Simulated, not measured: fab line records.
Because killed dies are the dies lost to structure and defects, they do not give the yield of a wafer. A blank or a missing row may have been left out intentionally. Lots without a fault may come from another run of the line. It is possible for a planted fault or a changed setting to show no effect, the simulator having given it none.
Matching of chambers | flow sky130 | 4 sister chambers for SKY_CONTACT_ETCH_16 on rieDiel-04
The step etches BARC in N2/H2, stops on SiO2, time 45.9 s, target depth 60 nm. 4 wafers are shown with their chamber, then 8 later ones without.

## WAFERS WITH THEIR CHAMBER
wafer  | chamber | drypumpMotorCurrentA (A)
L279.6 | 3       | 5.82
L282.2 | 1       | 5.49
L282.4 | 2       | 5.58
L287.1 | 0       | 5.96

## WAFERS WHOSE CHAMBER IS MISSING
wafer  | drypumpMotorCurrentA (A)
L287.5 | 5.59
L287.6 | 5.49
L289.1 | 5.80
L289.2 | 5.60
L289.3 | 5.97
L291.1 | 5.82
L291.3 | 5.47
L291.6 | 5.98

## WHICH CHAMBER EACH ONE RAN IN
wafer  | from the rows above | in truth
L287.5 | 2                   | 2
L287.6 | 1                   | 1
L289.1 | 3                   | 3
L289.2 | 2                   | 2
L289.3 | 0                   | 0
L291.1 | 3                   | 3
L291.3 | 1                   | 1
L291.6 | 0                   | 0
Placed correctly: 8 of 8. Number that these rows cannot place: 0. Placed wrongly: 0.
How it was worked out, from the rows above alone: a wafer's distance from a chamber is the root of the sum, over the readings, of the square of ((its reading less the chamber's mean) divided by the reading's scatter). The wafer belongs to the nearest chamber; if the next one is less than 2 further off, it can't be placed. The mean given for a chamber averages the wafers shown for that chamber. The scatter (one wafer shown for each chamber): square how far every hidden wafer sits from the nearest shown wafer, average those squares and take the square root.
